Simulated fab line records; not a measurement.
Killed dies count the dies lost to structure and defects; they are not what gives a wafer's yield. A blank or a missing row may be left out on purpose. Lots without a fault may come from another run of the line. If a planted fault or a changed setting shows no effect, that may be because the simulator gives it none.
Problem report in the 8D (eight disciplines) form, filled by code | flow sky130 | the parts of the form that need people (team, actions taken, sign-off) are left out

== 1. PROBLEM STATEMENT ==
Mean of developer temp C at SKY_CONTACT_DEVELOP_13: 20.21 C across 9 wafers in 3 lots; on wafers with no fault it is 21.02 C (standard deviation 0.093). Relative to the usual mean, that is a shift of -8.8 standard deviations.
The step: develop time 60 s.
Seen first at day 34 22:00 on litho track-02, wafer L625.1. The record has a number at this step for 42 wafers belonging to 14 lots. By rule, "out" or "out of limits" means more than 4 standard deviations away from the usual mean. The other wafers with a number count as sound.

== 2. WHAT IT IS; WHAT IT IS NOT ==
question                    | is                     | is not
which readings at this step | developer temp C       | -
which lots                  | L625, L626, L627       | L615, L617, L618, L629, L630, L631, L633, L635, L636, L637, L638
which wafers of those lots  | all that have a number | -
read on which tools         | litho track-02         | litho track-03, litho track-04
when                        | from day 34 22:00      | up to then (9 sound wafers); but 24 sound wafers of L629, L630, L631, L633, L635, L636, L637, L638 came after

== 3. SUSPECTS, AND WHAT RULES EACH OUT ==
Counting: a tool at a process step up to the reading stays a suspect if it ran every lot that is out and no sound lot after the first of them.
- litho track-02 at SKY_CONTACT_DEVELOP_13 (develop time 60 s): ruled out as a lasting fault. Following L625 (day 34 22:00), the first lot on it that is out, the sound lots L636 were run on it.
Left after counting: nothing in the record.

== 4. THE CAUSE (what the simulator had put in) ==
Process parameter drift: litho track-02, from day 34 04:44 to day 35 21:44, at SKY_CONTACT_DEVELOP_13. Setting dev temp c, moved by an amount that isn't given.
Counting ruled it out, wrongly.

== 5. THE CHAIN OF EFFECTS, in route order ==
One row per reading whose mean, taken over the struck wafers that have a number, lies over 3 standard deviations from the usual. Scope: only readings with a usual standard deviation given in the record; hours: median across lots of the time from each lot's start at the first step in this table that gives one to its start at this step; sigmas: change in usual standard deviations.
hours | step                   | reading          | usual   | on struck wafers | change | sigmas
0     | SKY_CONTACT_DEVELOP_13 | developer temp C | 21.02 C | 20.21            | -0.81  | -8.8
It contains these process steps:
- SKY_CONTACT_DEVELOP_13: develop time 60 s.

== 6. HOW IT WOULD HAVE BEEN CAUGHT EARLIER ==
First out-of-limits reading in this record: day 34 22:00, which is 17 hours after fault onset at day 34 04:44.
